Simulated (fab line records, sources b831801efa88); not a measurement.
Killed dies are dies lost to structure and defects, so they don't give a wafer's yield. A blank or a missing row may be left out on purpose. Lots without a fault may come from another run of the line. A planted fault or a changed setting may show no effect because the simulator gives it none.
A struck lot beside a sound one | flow sfq_line | 13 steps out of a route of 325
Sound: wafers L259.4, L259.5, L259.6. Struck: wafers L253.1, L253.3, L253.5. The cause comes at the end.
At each step with rows: each side's tool, then ch and its chambers, then its first start. Under that, the readings that differ: sound wafers | struck wafers | difference of the means | sigmas: that difference in standard deviations of wafers without a fault.
alike: readings whose means differ by less than 2 such deviations, and words and numbers that are the same on both sides. not compared: withheld readings, readings that some wafer has no value for, bounds like >300 that may hide the same value, and numbers for which the record gives no deviation and whose values overlap.
The two part at a step that has a row with sigmas, a row that says differs or no value, or rows on one side only. Numbers that don't overlap but have no deviation are shown without sigmas and don't part them. A reading that every wafer of one side lacks parts them only if that side has two wafers or more.

SFQ_TRILAYER_I3_VIA_BARC_OPEN_VIA_ETCH_121: etches BARC in O2, target depth 125 nm, time 41.7 s.
  sound on rie_diel-01 ch 0,1,3, day 51 05:43; struck on rie_diel-03 ch 0,2, day 44 23:17
  reading               | sound             | struck            | difference | sigmas
  oes_product_au (a.u.) | 0.677 0.678 0.678 | 0.691 0.690 0.692 | +0.013     | +3
  alike: drypump_motor_current_A
  not compared: rf_hours_counter_h
SFQ_TRILAYER_I3_VIA_ETCH_VIA_ETCH_088: etches SiO2 in CHF3, stops on Nb, target depth 260 nm.
  sound on rie_diel-01 ch 0,1,3, day 51 05:44; struck on rie_diel-03 ch 0,2, day 44 23:20
  alike: drypump_motor_current_A, oes_product_au
SFQ_TRILAYER_I3_VIA_STRIP_STRIP_089: strips in O2.
  sound on rie_metal-01 ch 0, day 51 06:28; struck on rie_metal-04 ch 0,1, day 44 23:26
  alike: drypump_motor_current_A, he_backside_leak_sccm, oes_product_au
  not compared: rf_hours_counter_h
then, 2 steps without rows for these wafers: SFQ_TRILAYER_I3_VIA_STRIP_SOLV_CLEAN_090 (cleans in NMP, time 600 s); SFQ_TRILAYER_M4_DEP_PRE_CLEAN_092 (time 22.5 s).
SFQ_TRILAYER_M4_DEP_SPUTTER_091: material Nb, target thk 200 nm, time 133.3 s.
  sound on pvd_sputter-06, day 51 07:16; struck on pvd_sputter-06, day 45 00:15
  alike: throttle_valve_pct
SFQ_M4_RS_MEAS_924: measures by four-point-probe.
  sound on film_metro-01, day 51 07:25; struck on film_metro-03, day 45 00:20
  alike: M4_NB_RS
then, 4 steps without rows for these wafers: SFQ_TRILAYER_M4_LITHO_COAT_098 (resist thk 62 nm); SFQ_TRILAYER_M4_LITHO_COAT_093 (resist thk 600 nm); SFQ_TRILAYER_M4_LITHO_SOFTBAKE_097; SFQ_TRILAYER_M4_LITHO_EXPOSE_094 (exposes mask M4, target cd 500 nm).
SFQ_TRILAYER_M4_LITHO_PEB_096: peb time 60 s.
  sound on litho_track-03 ch 0, day 51 10:13; struck on litho_track-02, day 45 18:16
  no value came back on the struck wafers for chill_plate_temp_C (C), exhaust_pa (Pa), plate_temp_C (C); on the sound wafers chill_plate_temp_C (C) reads 22.88 22.97 23.10
then, 1 step without rows for these wafers: SFQ_TRILAYER_M4_LITHO_DEVELOP_095 (time 60 s).

WHERE THEY PART
First at SFQ_TRILAYER_I3_VIA_BARC_OPEN_VIA_ETCH_121; last, within this record, at SFQ_TRILAYER_M4_LITHO_PEB_096.

WHY: what the simulator had put in
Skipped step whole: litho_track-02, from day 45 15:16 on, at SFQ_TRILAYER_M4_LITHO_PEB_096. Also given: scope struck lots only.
